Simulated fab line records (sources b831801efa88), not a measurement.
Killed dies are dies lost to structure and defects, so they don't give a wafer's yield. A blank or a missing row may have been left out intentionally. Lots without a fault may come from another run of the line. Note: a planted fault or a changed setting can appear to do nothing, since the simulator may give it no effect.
One fault through the eyes of 2 desks	flow sky130	numbers are kept per desk, each desk with only its own; the story behind them comes last

== TOOL OWNER'S DESK, wet_bench-03 ==
The tool's own readings at SKY_SONOS_ONO_WET_ETCH_16 (etches SiO2 in dHF, target depth 14 nm, time 280 s): means of the sampled wafers that have a number, for each lot that ran on this tool. Any lot whose mean is over 4 standard deviations away from the usual mean is out of limits and marked OUT; that distance is given in the brackets.
Columns: A = bath_heat_duty_pct at SKY_SONOS_ONO_WET_ETCH_16, usual 6.3 %; B = run_length_s at SKY_SONOS_ONO_WET_ETCH_16, usual 309 s
lot	first seen here	A	B
L571	day 12 17:03	6.0	313
L588	day 18 13:42	5.3	136 (-49) OUT
L590	day 19 10:34	7.7	129 (-51) OUT
This desk's verdict: out of limits on L588, L590, starting with L588 at day 18 13:42 (run_length_s at SKY_SONOS_ONO_WET_ETCH_16). L571: within limits.

== FROM THE METROLOGY DESK ==
Lot by lot, what the gauges showed, no matter which tool ran the lot: averages of those sampled wafers that carry a number. Any lot whose mean is over 4 standard deviations away from the usual mean is out of limits and marked OUT; that distance is given in the brackets.
Columns: A = SONOS_ONO_CVD_04_THK at SKY_SONOS_ONO_THK_MEAS_05, usual 5.66 nm; B = cd_nm at SKY_SONOS_ONO_CD_MEAS_13, usual 410.6 nm; C = SONOS_ONO_OVL at SKY_SONOS_ONO_OVL_MEAS_14, usual 0.5 nm; D = GATE_OXIDE_OXIDATION_00_THK at SKY_GATE_OXIDE_THK_MEAS_02, usual 10.25 nm; E = GATE_OXIDE_OVL at SKY_GATE_OXIDE_OVL_MEAS_10, usual -0.7 nm; F = GATE_OXIDE_TW at SKY_GATE_OXIDE_TW_MEAS_14, usual 225.5; G = POLY_GATE_CVD_00_THK at SKY_POLY_GATE_THK_MEAS_01, usual 180.2 nm
lot	first seen here	A	B	C	D	E	F	G
L571	day 11 17:16	5.78	409.7	-0.7	10.11	-1.4	227.7	181.6
L577	day 13 19:37	5.75	413.2	0.3	10.49	0.2	227.7	179.9
L588	day 17 07:57	5.87	408.8	0.4	10.21	0.0	224.3	178.5
L590	day 18 04:22	5.63	408.6	1.4	10.59	0.2	223.9	180.7
L592	day 19 08:11	5.65	414.4	-1.2	10.30	-1.9	228.0	179.7
L593	day 19 08:11	5.67	413.6	1.7	10.32	-0.4	229.8	179.1
This desk found nothing out of limits on any of the 6 lots.

== PUT TOGETHER ==
At day 18 13:42, on L588, L590, the tool owner's desk was in a position to raise an alarm.
Metrology desk: nothing out of limits seen.
The metrology desk holds a record of L588, L590, inside its limits.
Of the lots named, all ran SKY_SONOS_ONO_WET_ETCH_16 on wet_bench-03.

== WHAT THE SIMULATOR HAD PUT IN ==
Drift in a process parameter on wet_bench-03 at SKY_SONOS_ONO_WET_ETCH_16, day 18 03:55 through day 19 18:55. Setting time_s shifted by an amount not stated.
Struck lots among those shown: L588, L590.
Each desk's first reading out of limits, in hours after the fault started: the tool owner's desk, 10.
